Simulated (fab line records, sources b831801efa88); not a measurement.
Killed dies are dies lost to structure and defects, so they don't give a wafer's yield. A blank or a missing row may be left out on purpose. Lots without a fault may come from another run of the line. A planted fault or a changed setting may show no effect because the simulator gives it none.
Problem report in the 8D (eight disciplines) form, filled by code | flow sfq_line | the parts of the form that need people (team, actions taken, sign-off) are left out

1. THE PROBLEM
thk_nm at SFQ_TRILAYER_I4_METRO_MEASURE_101 reads a mean of 178.0 nm on 3 wafers of 2 lots; wafers without a fault read 199.4 nm with a standard deviation of 1.3. That is -16 standard deviations from the usual mean.
First seen on wafer L460.2, day 45 08:21, on film_metro-04. The record holds 42 wafers of 14 lots with a number at this step. Rule for "out", or "out of limits": more than 4 standard deviations from the usual mean. The other wafers with a number count as sound.

2. WHAT IT IS AND WHAT IT IS NOT
question                    | is                     | is not
which readings at this step | thk_nm                 | -
which lots                  | L459, L460             | L455, L456, L458, L461, L462, L470, L471, L472, L473, L474, L475, L478
which wafers of those lots  | L459.6, L460.2, L460.3 | L459.4, L459.5, L460.5
read on which tools         | film_metro-04          | film_metro-02, film_metro-03
when                        | from day 45 08:21      | up to then (10 sound wafers); but 29 sound wafers of L459, L461, L462, L470, L471, L472, L473, L474, L475, L478 came after

3. SUSPECTS, AND WHAT RULES EACH OUT
Counting: a tool at a process step up to the reading stays a suspect if it ran every lot that is out. Sound lots after the first of them don't rule it out here, since some wafers of a struck lot are sound.
- cmp-01 at SFQ_TRILAYER_I4_CMP_CMP_100 (polishes SiO2): kept. It ran every lot that is out, first L459 (day 44 21:50); its last sound lot up to then is L458 (day 44 15:50).
- film_metro-04 at SFQ_TRILAYER_I4_METRO_MEASURE_101: kept. It ran every lot that is out, first L460 (day 45 08:21). Its own readings are out on those wafers: thk_nm.
Left after counting: cmp-01 at SFQ_TRILAYER_I4_CMP_CMP_100, film_metro-04 at SFQ_TRILAYER_I4_METRO_MEASURE_101.

4. THE CAUSE (what the simulator had put in)
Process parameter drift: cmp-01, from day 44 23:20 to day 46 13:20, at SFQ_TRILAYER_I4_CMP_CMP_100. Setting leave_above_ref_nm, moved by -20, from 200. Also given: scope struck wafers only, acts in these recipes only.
Counting left 2 suspects, and this tool is among them.

5. THE CHAIN OF EFFECTS, in route order
Each row: a reading whose mean over the struck wafers that have a number lies more than 3 standard deviations from the usual. Only readings for which the record gives a usual standard deviation are gone through. hours: the time from each lot's start at the first step in this table that gives one to its start at this step, as a median over the lots. sigmas: the change in usual standard deviations.
hours | step                                  | reading        | usual      | on struck wafers | change | sigmas
0     | SFQ_TRILAYER_I4_METRO_MEASURE_101     | thk_nm         | 199.4 nm   | 178.0            | -21.4  | -16
13    | SFQ_TRILAYER_I4_VIA_ETCH_VIA_ETCH_106 | oes_product_au | 0.852 a.u. | 0.803            | -0.049 | -8.7
The process steps in it:
- SFQ_TRILAYER_I4_METRO_MEASURE_101
- SFQ_TRILAYER_I4_VIA_ETCH_VIA_ETCH_106: etches SiO2 in CHF3, stops on Nb, target depth 260 nm.
Later measuring or inspecting steps at which every struck wafer that the step has a row for has a number for every such reading, and none has moved that far: SFQ_R5_OVL_MEAS_935.

6. WHAT WOULD HAVE CAUGHT IT SOONER
In this record the first reading out of limits was taken at day 45 08:21, 9 hours after the fault began at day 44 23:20.
Of the tool readings at SFQ_TRILAYER_I4_CMP_CMP_100 for which the record gives a usual standard deviation, none was out on any struck wafer, so an alarm limit of 4 standard deviations on them would not have fired.
All the lots that are out (2) had begun SFQ_TRILAYER_I4_CMP_CMP_100 on cmp-01 by day 45 08:21. A hold on the tool at that time would have spared none of them.
